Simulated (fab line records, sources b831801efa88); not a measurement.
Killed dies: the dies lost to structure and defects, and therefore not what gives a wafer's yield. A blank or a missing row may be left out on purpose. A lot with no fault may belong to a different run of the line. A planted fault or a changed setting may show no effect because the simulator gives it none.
fab line records || flow sky130
record: {"lots": 6, "wafers": 18, "lastDay": 50}
route steps=708 shown SONOS_ONO@186 GATE_OXIDE@187 PAD_OPEN@708
lots with no fault: from the same line, run without faults
startH: start of the lot's first displayed wafer, in hours after the record's first day || waitH: hours from the lot's prior step to this one || " unchanged from the row above || L1.1+2: several wafers, shown together as one row || - value missing, or start not given || * or withheld: withheld || < > ~ a bound
route shown NAME@n: a module of which the file shows steps, and the number in the route of the first || usual: the fault-free wafers' mean and standard deviation || same: alike in all rows || chamber/n: place in a boat || sites: readings site by site || _std_site: standard deviation across them || _edge_site: inner sites' mean taken away from outer sites' mean || radiusMm: for every site, how far away it sits from the centre of the wafer || mask NAME#n: copy n || behind: the most recent tool/chamber to have shaped the wafer || hold: why the lot went on hold/how many hours it stayed there/how the hold came to an end || device: names the non-switching transistor (n, p or np) || end of line: tests of these same wafers at the route's end || a step given without rows: its recipe and nothing more || killed: the dies lost at the first sort to structure and to defects; this is not the yield of the wafer || map: a wafer's dies, marking killed ones x, the rest . and places with no die _
set.NAME: the setting the step ran with; set.NAME@STEP: the setting that earlier step ran with || model.NAME: the simulator's own value behind a step, which no gauge read
lots seen at some steps along the route; tables by step, rows by wafer
services: a tool's chamber out of use, with start hour (startH, from the record's first day; less than 0 if before it), hours out, and reason
== steps ==
step: SKY_SONOS_ONO_WET_ETCH_18
recipe: {"chemistry": "H3PO4", "targetDepthNm": 15, "target": "Si3N4", "tempC": 160, "timeS": 172}
step: SKY_GATE_OXIDE_CLEAN_00
recipe: {"chemistry": "SC1/SC2", "mix": "1:4:20", "tempC": 70, "timeS": 150, "dry": "n2Spin"}
step: SKY_GATE_OXIDE_OXIDATION_01
recipe: {"tempC": 900, "ambient": "O2", "stabiliseS": 600, "purgeS": 300, "targetThkA": 102.68, "oxTimeS": 1473}
step: SKY_GATE_OXIDE_THK_MEAS_02
recipe: {"reads": "SiO2_of_GATE_OXIDE_OXIDATION_01"}
usual: {"GATE_OXIDE_OXIDATION_00_THK": "10.29/0.18"}
{"lot.wafer": "L123.1", "tool": "filmMetro-02", "chamber": "-", "startH": 297.03, "waitH": 0.0, "GATE_OXIDE_OXIDATION_00_THK[nm]": 10.09}
{"lot.wafer": "L123.4", "tool": "filmMetro-02", "chamber": "-", "startH": 297.03, "waitH": 0.0, "GATE_OXIDE_OXIDATION_00_THK[nm]": 10.21}
{"lot.wafer": "L123.6", "tool": "filmMetro-02", "chamber": "-", "startH": 297.03, "waitH": 0.0, "GATE_OXIDE_OXIDATION_00_THK[nm]": 10.16}
{"lot.wafer": "L125.1", "tool": "filmMetro-04", "chamber": "-", "startH": 302.47, "waitH": 0.0, "GATE_OXIDE_OXIDATION_00_THK[nm]": 10.22}
{"lot.wafer": "L125.5", "tool": "filmMetro-04", "chamber": "-", "startH": 302.47, "waitH": 0.0, "GATE_OXIDE_OXIDATION_00_THK[nm]": 10.38}
{"lot.wafer": "L125.6", "tool": "filmMetro-04", "chamber": "-", "startH": 302.47, "waitH": 0.0, "GATE_OXIDE_OXIDATION_00_THK[nm]": 10.36}
{"lot.wafer": "L130.1", "tool": "filmMetro-04", "chamber": "-", "startH": 337.71, "waitH": 0.0, "GATE_OXIDE_OXIDATION_00_THK[nm]": 10.41}
{"lot.wafer": "L130.2", "tool": "filmMetro-04", "chamber": "-", "startH": 337.71, "waitH": 0.0, "GATE_OXIDE_OXIDATION_00_THK[nm]": 10.26}
{"lot.wafer": "L130.6", "tool": "filmMetro-04", "chamber": "-", "startH": 337.71, "waitH": 0.0, "GATE_OXIDE_OXIDATION_00_THK[nm]": 10.40}
{"lot.wafer": "L132.3", "tool": "filmMetro-04", "chamber": "-", "startH": 356.09, "waitH": 0.0, "GATE_OXIDE_OXIDATION_00_THK[nm]": 10.13}
{"lot.wafer": "L132.4", "tool": "filmMetro-04", "chamber": "-", "startH": 356.09, "waitH": 0.0, "GATE_OXIDE_OXIDATION_00_THK[nm]": 9.98}
{"lot.wafer": "L132.5", "tool": "filmMetro-04", "chamber": "-", "startH": 356.09, "waitH": 0.0, "GATE_OXIDE_OXIDATION_00_THK[nm]": 10.21}
{"lot.wafer": "L133.3", "tool": "filmMetro-04", "chamber": "-", "startH": 368.06, "waitH": 0.0, "GATE_OXIDE_OXIDATION_00_THK[nm]": 10.38}
{"lot.wafer": "L133.5", "tool": "filmMetro-04", "chamber": "-", "startH": 368.06, "waitH": 0.0, "GATE_OXIDE_OXIDATION_00_THK[nm]": 10.44}
{"lot.wafer": "L133.6", "tool": "filmMetro-04", "chamber": "-", "startH": 368.06, "waitH": 0.0, "GATE_OXIDE_OXIDATION_00_THK[nm]": 10.23}
{"lot.wafer": "L146.3", "tool": "filmMetro-02", "chamber": "-", "startH": 473.26, "waitH": 0.0, "GATE_OXIDE_OXIDATION_00_THK[nm]": 10.27}
{"lot.wafer": "L146.4", "tool": "filmMetro-02", "chamber": "-", "startH": 473.26, "waitH": 0.0, "GATE_OXIDE_OXIDATION_00_THK[nm]": 10.33}
{"lot.wafer": "L146.5", "tool": "filmMetro-02", "chamber": "-", "startH": 473.26, "waitH": 0.0, "GATE_OXIDE_OXIDATION_00_THK[nm]": 10.47}
step: SKY_GATE_OXIDE_DEHYDRATE_03
recipe: {"tempC": 200, "timeS": 60}
step: SKY_GATE_OXIDE_HMDS_04
recipe: {"primeTimeS": 60, "primeTempC": 120}
step: SKY_GATE_OXIDE_COAT_05
recipe: {"resist": "NOVOLAK", "spinRpm": 3053, "resistThkNm": 1140}
step: SKY_GATE_OXIDE_SOFTBAKE_06
recipe: {"tempC": 90, "timeS": 60, "resist": "NOVOLAK"}
step: SKY_GATE_OXIDE_EXPOSE_07
recipe: {"maskId": "LVOM", "na": 0.6, "sourceShape": "conventional", "sigmaOuter": 0.6, "polarization": "unpolarized", "targetCdNm": 600, "doseMj": 170}
step: SKY_GATE_OXIDE_PEB_08
recipe: {"tempC": "withheld", "timeS": "*", "resist": "NOVOLAK"}
step: SKY_GATE_OXIDE_DEVELOP_09
recipe: {"resist": "NOVOLAK", "developer": "TMAH", "developTimeS": 60, "devTempC": 23}
step: SKY_GATE_OXIDE_OVL_MEAS_10
usual: {"GATE_OXIDE_OVL": "-0.5/1.3"}
{"lot.wafer": "L123.1", "tool": "overlay-02", "chamber": "-", "startH": 322.22, "waitH": 0.1, "GATE_OXIDE_OVL[nm]": -1.4}
{"lot.wafer": "L123.4", "tool": "overlay-02", "chamber": "-", "startH": 322.22, "waitH": 0.1, "GATE_OXIDE_OVL[nm]": -0.1}
{"lot.wafer": "L123.6", "tool": "overlay-02", "chamber": "-", "startH": 322.22, "waitH": 0.1, "GATE_OXIDE_OVL[nm]": -1.2}
{"lot.wafer": "L125.1", "tool": "overlay-01", "chamber": "-", "startH": 326.88, "waitH": 0.1, "GATE_OXIDE_OVL[nm]": -0.8}
{"lot.wafer": "L125.5", "tool": "overlay-01", "chamber": "-", "startH": 326.88, "waitH": 0.1, "GATE_OXIDE_OVL[nm]": 0.9}
{"lot.wafer": "L125.6", "tool": "overlay-01", "chamber": "-", "startH": 326.88, "waitH": 0.1, "GATE_OXIDE_OVL[nm]": 1.2}
{"lot.wafer": "L130.1", "tool": "overlay-01", "chamber": "-", "startH": 365.10, "waitH": 0.1, "GATE_OXIDE_OVL[nm]": -0.4}
{"lot.wafer": "L130.2", "tool": "overlay-01", "chamber": "-", "startH": 365.10, "waitH": 0.1, "GATE_OXIDE_OVL[nm]": -2.1}
{"lot.wafer": "L130.6", "tool": "overlay-01", "chamber": "-", "startH": 365.10, "waitH": 0.1, "GATE_OXIDE_OVL[nm]": -0.6}
{"lot.wafer": "L132.3", "tool": "overlay-01", "chamber": "-", "startH": 383.94, "waitH": 0.1, "GATE_OXIDE_OVL[nm]": -1.6}
{"lot.wafer": "L132.4", "tool": "overlay-01", "chamber": "-", "startH": 383.94, "waitH": 0.1, "GATE_OXIDE_OVL[nm]": -0.5}
{"lot.wafer": "L132.5", "tool": "overlay-01", "chamber": "-", "startH": 383.94, "waitH": 0.1, "GATE_OXIDE_OVL[nm]": -1.3}
{"lot.wafer": "L133.3", "tool": "overlay-01", "chamber": "-", "startH": 396.27, "waitH": 0.1, "GATE_OXIDE_OVL[nm]": -1.4}
{"lot.wafer": "L133.5", "tool": "overlay-01", "chamber": "-", "startH": 396.27, "waitH": 0.1, "GATE_OXIDE_OVL[nm]": -3.0}
{"lot.wafer": "L133.6", "tool": "overlay-01", "chamber": "-", "startH": 396.27, "waitH": 0.1, "GATE_OXIDE_OVL[nm]": -0.8}
{"lot.wafer": "L146.3", "tool": "overlay-01", "chamber": "-", "startH": 504.79, "waitH": 0.1, "GATE_OXIDE_OVL[nm]": -0.6}
{"lot.wafer": "L146.4", "tool": "overlay-01", "chamber": "-", "startH": 504.79, "waitH": 0.1, "GATE_OXIDE_OVL[nm]": -1.6}
{"lot.wafer": "L146.5", "tool": "overlay-01", "chamber": "-", "startH": 504.79, "waitH": 0.1, "GATE_OXIDE_OVL[nm]": -0.8}
step: SKY_GATE_OXIDE_IMPLANT_11
recipe: {"species": "B", "energyKev": 10, "doseCm2": 2.6e+12, "tiltDeg": "withheld"}
usual: {"doseIonsCm2": "2.6e+12/3.5e+09", "endStationPressureTorr": "4.99e-06/2.5e-07", "faradayCurrentUA": "14.70/0.3"}
{"lot.wafer": "L123.1", "tool": "implanter-01", "chamber": 0, "startH": 322.25, "waitH": 0.0, "doseIonsCm2": 2.605e+12, "endStationPressureTorr": 4.93e-06, "faradayCurrentUA": 14.57}
{"lot.wafer": "L123.4", "tool": "implanter-01", "chamber": 0, "startH": 322.25, "waitH": 0.0, "doseIonsCm2": 2.602e+12, "endStationPressureTorr": 5.41e-06, "faradayCurrentUA": 14.98}
{"lot.wafer": "L123.6", "tool": "implanter-01", "chamber": 0, "startH": 322.25, "waitH": 0.0, "doseIonsCm2": 2.599e+12, "endStationPressureTorr": 5.1e-06, "faradayCurrentUA": 14.73}
{"lot.wafer": "L125.1", "tool": "implanter-02", "chamber": 0, "startH": 326.92, "waitH": 0.0, "doseIonsCm2": 2.604e+12, "endStationPressureTorr": 4.49e-06, "faradayCurrentUA": 15.45}
{"lot.wafer": "L125.5", "tool": "implanter-02", "chamber": 0, "startH": 326.92, "waitH": 0.0, "doseIonsCm2": 2.599e+12, "endStationPressureTorr": 4.85e-06, "faradayCurrentUA": 14.73}
{"lot.wafer": "L125.6", "tool": "implanter-02", "chamber": 0, "startH": 326.92, "waitH": 0.0, "doseIonsCm2": 2.601e+12, "endStationPressureTorr": 4.9e-06, "faradayCurrentUA": 14.53}
{"lot.wafer": "L130.1", "tool": "implanter-01", "chamber": 0, "startH": 365.14, "waitH": 0.0, "doseIonsCm2": 3.761e+12, "endStationPressureTorr": 4.95e-06, "faradayCurrentUA": 20.69}
{"lot.wafer": "L130.2", "tool": "implanter-01", "chamber": 0, "startH": 365.14, "waitH": 0.0, "doseIonsCm2": 3.764e+12, "endStationPressureTorr": 4.58e-06, "faradayCurrentUA": 21.54}
{"lot.wafer": "L130.6", "tool": "implanter-01", "chamber": 0, "startH": 365.14, "waitH": 0.0, "doseIonsCm2": 3.762e+12, "endStationPressureTorr": 5.14e-06, "faradayCurrentUA": 20.55}
{"lot.wafer": "L132.3", "tool": "implanter-04", "chamber": 0, "startH": 384.02, "waitH": 0.1, "doseIonsCm2": 2.599e+12, "endStationPressureTorr": 4.89e-06, "faradayCurrentUA": 14.74}
{"lot.wafer": "L132.4", "tool": "implanter-04", "chamber": 0, "startH": 384.02, "waitH": 0.1, "doseIonsCm2": 2.599e+12, "endStationPressureTorr": 4.74e-06, "faradayCurrentUA": 14.74}
{"lot.wafer": "L132.5", "tool": "implanter-04", "chamber": 0, "startH": 384.02, "waitH": 0.1, "doseIonsCm2": 2.602e+12, "endStationPressureTorr": 4.68e-06, "faradayCurrentUA": 14.40}
{"lot.wafer": "L133.3", "tool": "implanter-01", "chamber": 0, "startH": 396.34, "waitH": 0.1, "doseIonsCm2": 3.758e+12, "endStationPressureTorr": 4.7e-06, "faradayCurrentUA": 20.83}
{"lot.wafer": "L133.5", "tool": "implanter-01", "chamber": 0, "startH": 396.34, "waitH": 0.1, "doseIonsCm2": 3.758e+12, "endStationPressureTorr": 4.65e-06, "faradayCurrentUA": 21.06}
{"lot.wafer": "L133.6", "tool": "implanter-01", "chamber": 0, "startH": 396.34, "waitH": 0.1, "doseIonsCm2": 3.761e+12, "endStationPressureTorr": 4.71e-06, "faradayCurrentUA": 22.21}
{"lot.wafer": "L146.3", "tool": "implanter-02", "chamber": 0, "startH": 504.86, "waitH": 0.1, "doseIonsCm2": 2.6e+12, "endStationPressureTorr": 4.97e-06, "faradayCurrentUA": 14.84}
{"lot.wafer": "L146.4", "tool": "implanter-02", "chamber": 0, "startH": 504.86, "waitH": 0.1, "doseIonsCm2": 2.597e+12, "endStationPressureTorr": 4.93e-06, "faradayCurrentUA": 14.42}
{"lot.wafer": "L146.5", "tool": "implanter-02", "chamber": 0, "startH": 504.86, "waitH": 0.1, "doseIonsCm2": 2.6e+12, "endStationPressureTorr": 4.93e-06, "faradayCurrentUA": 14.88}
step: SKY_GATE_OXIDE_WET_ETCH_12
recipe: {"chemistry": "dHF", "targetDepthNm": 16.8, "dry": "n2Spin", "target": "SiO2", "dilution": "100:1", "tempC": 25, "timeS": 336}
step: SKY_GATE_OXIDE_STRIP_13
recipe: {"chemistry": "O2/N2", "powerW": 1400, "pressureMtorr": 1500, "platenTempC": "withheld", "o2FlowSccm": 3000, "n2FlowSccm": 300, "overashFraction": 0.5}
usual: {"drypumpMotorCurrentA": "5.5/0.47", "oesProductAu": "0.716/0.0046", "stripTimeToEndpointS": "14.06/0.035"}
{"lot.wafer": "L123.1", "tool": "plasmaAsher-01", "chamber": 1, "startH": 322.62, "waitH": 0.0, "drypumpMotorCurrentA": 6.0, "oesProductAu": 0.713, "rfHoursCounterH": 65, "stripTimeToEndpointS": 14.00}
{"lot.wafer": "L123.4", "tool": "plasmaAsher-01", "chamber": 1, "startH": 322.62, "waitH": 0.0, "drypumpMotorCurrentA": 6.0, "oesProductAu": 0.710, "rfHoursCounterH": "-", "stripTimeToEndpointS": 14.02}
{"lot.wafer": "L123.6", "tool": "plasmaAsher-01", "chamber": 1, "startH": 322.62, "waitH": 0.0, "drypumpMotorCurrentA": 6.0, "oesProductAu": 0.709, "rfHoursCounterH": "-", "stripTimeToEndpointS": 14.03}
{"lot.wafer": "L125.1", "tool": "plasmaAsher-01", "chamber": 1, "startH": 327.17, "waitH": 0.0, "drypumpMotorCurrentA": 6.0, "oesProductAu": 0.708, "rfHoursCounterH": 65, "stripTimeToEndpointS": 14.05}
{"lot.wafer": "L125.5", "tool": "plasmaAsher-01", "chamber": 1, "startH": 327.17, "waitH": 0.0, "drypumpMotorCurrentA": 6.0, "oesProductAu": 0.721, "rfHoursCounterH": "-", "stripTimeToEndpointS": 14.05}
{"lot.wafer": "L125.6", "tool": "plasmaAsher-01", "chamber": 0, "startH": 327.17, "waitH": 0.0, "drypumpMotorCurrentA": 6.2, "oesProductAu": 0.717, "rfHoursCounterH": "-", "stripTimeToEndpointS": 14.05}
{"lot.wafer": "L130.1", "tool": "plasmaAsher-01", "chamber": 0, "startH": 365.39, "waitH": 0.0, "drypumpMotorCurrentA": 6.2, "oesProductAu": 0.721, "rfHoursCounterH": 69, "stripTimeToEndpointS": 14.06}
{"lot.wafer": "L130.2", "tool": "plasmaAsher-01", "chamber": 1, "startH": 365.39, "waitH": 0.0, "drypumpMotorCurrentA": 6.0, "oesProductAu": 0.716, "rfHoursCounterH": 69, "stripTimeToEndpointS": 14.00}
{"lot.wafer": "L130.6", "tool": "plasmaAsher-01", "chamber": 0, "startH": 365.39, "waitH": 0.0, "drypumpMotorCurrentA": 6.2, "oesProductAu": 0.719, "rfHoursCounterH": "-", "stripTimeToEndpointS": 14.04}
{"lot.wafer": "L132.3", "tool": "plasmaAsher-01", "chamber": 0, "startH": 384.25, "waitH": 0.0, "drypumpMotorCurrentA": 6.2, "oesProductAu": 0.721, "rfHoursCounterH": "-", "stripTimeToEndpointS": 14.10}
{"lot.wafer": "L132.4", "tool": "plasmaAsher-01", "chamber": 1, "startH": 384.25, "waitH": 0.0, "drypumpMotorCurrentA": 6.0, "oesProductAu": 0.715, "rfHoursCounterH": "-", "stripTimeToEndpointS": 14.13}
{"lot.wafer": "L132.5", "tool": "plasmaAsher-01", "chamber": 1, "startH": 384.25, "waitH": 0.0, "drypumpMotorCurrentA": 6.0, "oesProductAu": 0.711, "rfHoursCounterH": "-", "stripTimeToEndpointS": 14.06}
{"lot.wafer": "L133.3", "tool": "plasmaAsher-03", "chamber": 0, "startH": 396.57, "waitH": 0.0, "drypumpMotorCurrentA": 5.1, "oesProductAu": 0.716, "rfHoursCounterH": "-", "stripTimeToEndpointS": 14.05}
{"lot.wafer": "L133.5", "tool": "plasmaAsher-03", "chamber": 1, "startH": 396.57, "waitH": 0.0, "drypumpMotorCurrentA": 5.3, "oesProductAu": 0.718, "rfHoursCounterH": "-", "stripTimeToEndpointS": 14.05}
{"lot.wafer": "L133.6", "tool": "plasmaAsher-03", "chamber": 0, "startH": 396.57, "waitH": 0.0, "drypumpMotorCurrentA": 5.1, "oesProductAu": 0.717, "rfHoursCounterH": "-", "stripTimeToEndpointS": 14.04}
{"lot.wafer": "L146.3", "tool": "plasmaAsher-04", "chamber": 0, "startH": 505.11, "waitH": 0.0, "drypumpMotorCurrentA": 5.5, "oesProductAu": 0.707, "rfHoursCounterH": "-", "stripTimeToEndpointS": 14.12}
{"lot.wafer": "L146.4", "tool": "plasmaAsher-04", "chamber": 1, "startH": 505.11, "waitH": 0.0, "drypumpMotorCurrentA": 5.0, "oesProductAu": 0.719, "rfHoursCounterH": "-", "stripTimeToEndpointS": 14.14}
{"lot.wafer": "L146.5", "tool": "plasmaAsher-04", "chamber": 0, "startH": 505.11, "waitH": 0.0, "drypumpMotorCurrentA": 5.5, "oesProductAu": 0.716, "rfHoursCounterH": "-", "stripTimeToEndpointS": 14.10}
step: SKY_GATE_OXIDE_TW_MEAS_14
usual: {"GATE_OXIDE_TW": "223.8/2.2"}
{"lot.wafer": "L123.1", "tool": "filmMetro-02", "chamber": "-", "startH": 322.72, "waitH": 0.1, "GATE_OXIDE_TW": 221.9}
{"lot.wafer": "L123.4", "tool": "filmMetro-02", "chamber": "-", "startH": 322.72, "waitH": 0.1, "GATE_OXIDE_TW": 219.9}
{"lot.wafer": "L123.6", "tool": "filmMetro-02", "chamber": "-", "startH": 322.72, "waitH": 0.1, "GATE_OXIDE_TW": 220.7}
{"lot.wafer": "L125.1", "tool": "filmMetro-03", "chamber": "-", "startH": 327.27, "waitH": 0.1, "GATE_OXIDE_TW": 224.3}
{"lot.wafer": "L125.5", "tool": "filmMetro-03", "chamber": "-", "startH": 327.27, "waitH": 0.1, "GATE_OXIDE_TW": 225.6}
{"lot.wafer": "L125.6", "tool": "filmMetro-03", "chamber": "-", "startH": 327.27, "waitH": 0.1, "GATE_OXIDE_TW": 224.3}
{"lot.wafer": "L130.1", "tool": "filmMetro-02", "chamber": "-", "startH": 365.49, "waitH": 0.1, "GATE_OXIDE_TW": 247.2}
{"lot.wafer": "L130.2", "tool": "filmMetro-02", "chamber": "-", "startH": 365.49, "waitH": 0.1, "GATE_OXIDE_TW": 248.5}
{"lot.wafer": "L130.6", "tool": "filmMetro-02", "chamber": "-", "startH": 365.49, "waitH": 0.1, "GATE_OXIDE_TW": 248.3}
{"lot.wafer": "L132.3", "tool": "filmMetro-04", "chamber": "-", "startH": 384.34, "waitH": 0.1, "GATE_OXIDE_TW": 224.3}
{"lot.wafer": "L132.4", "tool": "filmMetro-04", "chamber": "-", "startH": 384.34, "waitH": 0.1, "GATE_OXIDE_TW": 226.2}
{"lot.wafer": "L132.5", "tool": "filmMetro-04", "chamber": "-", "startH": 384.34, "waitH": 0.1, "GATE_OXIDE_TW": 226.2}
{"lot.wafer": "L133.3", "tool": "filmMetro-03", "chamber": "-", "startH": 396.66, "waitH": 0.1, "GATE_OXIDE_TW": 250.7}
{"lot.wafer": "L133.5", "tool": "filmMetro-03", "chamber": "-", "startH": 396.66, "waitH": 0.1, "GATE_OXIDE_TW": 250.0}
{"lot.wafer": "L133.6", "tool": "filmMetro-03", "chamber": "-", "startH": 396.66, "waitH": 0.1, "GATE_OXIDE_TW": 249.8}
{"lot.wafer": "L146.3", "tool": "filmMetro-04", "chamber": "-", "startH": 505.20, "waitH": 0.1, "GATE_OXIDE_TW": 226.5}
{"lot.wafer": "L146.4", "tool": "filmMetro-04", "chamber": "-", "startH": 505.20, "waitH": 0.1, "GATE_OXIDE_TW": 226.2}
{"lot.wafer": "L146.5", "tool": "filmMetro-04", "chamber": "-", "startH": 505.20, "waitH": 0.1, "GATE_OXIDE_TW": 226.7}
step: SKY_GATE_OXIDE_CLEAN_15
recipe: {"chemistry": "SC1/SC2", "mix": "1:4:20", "tempC": 70, "timeS": 150, "dry": "n2Spin"}
step: SKY_PAD_OPEN_PROBE_99
usual: {"killed_at_M0_to_M3": "43/7.1", "killed_at_M4_up": "3/1.7", "killedAtContacts": "25/5.6", "killedAtFrontEnd": "16/4.1", "killedAtOther": "0.2/0.49", "killedDies": "87/9.8", "killedOpen": "47/7.6", "killedShort": "40/6.1"}
same: {"grossDies": 492, "killedAtBackSide": 0}
{"lot.wafer": "L130.1", "tool": "prober-02", "chamber": "-", "startH": 1116.87, "waitH": 0.1, "killed_at_M0_to_M3": 47, "killed_at_M4_up": 3, "killedAtContacts": 25, "killedAtFrontEnd": 25, "killedAtOther": 0, "killedDies": 100, "killedOpen": 45, "killedShort": 55}
{"lot.wafer": "L130.2", "tool": "prober-02", "chamber": "-", "startH": 1116.92, "waitH": 0.1, "killed_at_M0_to_M3": 33, "killed_at_M4_up": 6, "killedAtContacts": 27, "killedAtFrontEnd": 15, "killedAtOther": 0, "killedDies": 81, "killedOpen": 43, "killedShort": 38}
{"lot.wafer": "L130.6", "tool": "prober-02", "chamber": "-", "startH": 1117.12, "waitH": 0.2, "killed_at_M0_to_M3": 42, "killed_at_M4_up": 5, "killedAtContacts": 18, "killedAtFrontEnd": 20, "killedAtOther": 0, "killedDies": 85, "killedOpen": 53, "killedShort": 32}
{"lot.wafer": "L132.3", "tool": "prober-02", "chamber": "-", "startH": 1132.43, "waitH": 0.2, "killed_at_M0_to_M3": 37, "killed_at_M4_up": 5, "killedAtContacts": 19, "killedAtFrontEnd": 19, "killedAtOther": 0, "killedDies": 80, "killedOpen": 45, "killedShort": 35}
killed by level:class
L130.1 CONTACT:geometricParticle:open=8 VIA2:geometricParticle:short=7 POLY_GATE:geometricParticle:open=6 POLY_GATE:geometricParticle:short=6 LI_CONTACT:geometricParticle:short=6 VIA1:geometricParticle:short=6 VIA1:geometricParticle:open=6 LI_CONTACT:geometricParticle:open=5
L130.2 CONTACT:geometricParticle:open=7 VIA2:geometricParticle:open=7 VIA3:geometricParticle:short=7 LOCAL_INTERCONNECT:geometricParticle:short=6 VIA3:geometricParticle:open=6 CONTACT:geometricParticle:short=5 POLY_GATE:geometricParticle:open=4 LOCAL_INTERCONNECT:geometricParticle:open=4
L130.6 CONTACT:geometricParticle:open=8 VIA1:geometricParticle:open=8 FIELD_ISO:geometricParticle:short=6 VIA2:geometricParticle:open=6 VIA3:geometricParticle:open=6 FIELD_ISO:geometricParticle:open=5 LI_CONTACT:geometricParticle:open=5 VIA1:geometricParticle:short=5
L132.3 VIA3:geometricParticle:open=8 VIA1:geometricParticle:short=7 CONTACT:geometricParticle:open=6 FIELD_ISO:geometricParticle:open=5 POLY_GATE:geometricParticle:open=5 VIA1:geometricParticle:open=5 METAL2:geometricParticle:short=5 VIA2:geometricParticle:open=5
== services ==
{"tool": "implanter-01", "chamber": "-", "startH": 326.87, "hours": 0.7, "kind": "repair"}
{"tool": "implanter-01", "chamber": "-", "startH": 330.58, "hours": 2.6, "kind": "repair"}
{"tool": "implanter-04", "chamber": "-", "startH": 378.95, "hours": 4.4, "kind": "pm"}
{"tool": "implanter-04", "chamber": "-", "startH": 389.67, "hours": 2.3, "kind": "repair"}
{"tool": "plasmaAsher-03", "chamber": "-", "startH": 402.19, "hours": 4.3, "kind": "repair"}
{"tool": "implanter-04", "chamber": "-", "startH": 411.34, "hours": 1.2, "kind": "repair"}
{"tool": "plasmaAsher-03", "chamber": "-", "startH": 421.25, "hours": 9.0, "kind": "pm"}
{"tool": "plasmaAsher-03", "chamber": 0, "startH": 421.25, "hours": 9.5, "kind": "ventCycle"}
{"tool": "plasmaAsher-03", "chamber": 1, "startH": 421.25, "hours": 9.5, "kind": "ventCycle"}
{"tool": "plasmaAsher-03", "chamber": "-", "startH": 428.03, "hours": 2.7, "kind": "repair"}
{"tool": "plasmaAsher-03", "chamber": 0, "startH": 430.25, "hours": "-", "kind": "clean"}
{"tool": "plasmaAsher-03", "chamber": 1, "startH": 430.25, "hours": "-", "kind": "clean"}
{"tool": "plasmaAsher-01", "chamber": "-", "startH": 472.60, "hours": 2.8, "kind": "pm"}
{"tool": "implanter-01", "chamber": "-", "startH": 479.39, "hours": 4.6, "kind": "pm"}
{"tool": "implanter-04", "chamber": "-", "startH": 497.57, "hours": 2.1, "kind": "repair"}
{"tool": "implanter-02", "chamber": "-", "startH": 499.64, "hours": 2.7, "kind": "repair"}
== key ==
firstSign: {"step": "SKY_GATE_OXIDE_IMPLANT_11", "reading": "doseIonsCm2", "direction": "up", "sigmas": "99+", "usual": "*", "struck": "*"}
effect: {"step": "SKY_GATE_OXIDE_IMPLANT_11", "reading": "faradayCurrentUA", "direction": "up", "sigmas": 22, "usual": 14.70, "struck": 21.15}
effect: {"step": "SKY_GATE_OXIDE_TW_MEAS_14", "reading": "GATE_OXIDE_TW", "direction": "up", "sigmas": 12, "usual": 223.8, "struck": 249.1}
metAt SKY_GATE_OXIDE_IMPLANT_11
struckWafers L130.1,L130.2,L130.6,L133.3,L133.5,L133.6
testerLeftOut L130,L133
onsetBetween 322.25 365.14
fault: {"kind": "processParameterDrift", "tool": "implanter-01", "chamber": "-", "onsetH": 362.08, "steps": "SKY_GATE_OXIDE_IMPLANT_11", "channel": "doseCm2", "offset": "*", "shape": "step", "endH": 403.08, "actsIn": "*", "stated": "*"}
testerLeftOut: of these lots the tester's yield and bins aren't shown, on N5 and GAA mostly nor the transistor test; their killed dies are dies lost to structure and defects alone, not to doping, threshold or leakage, so they don't give the yield
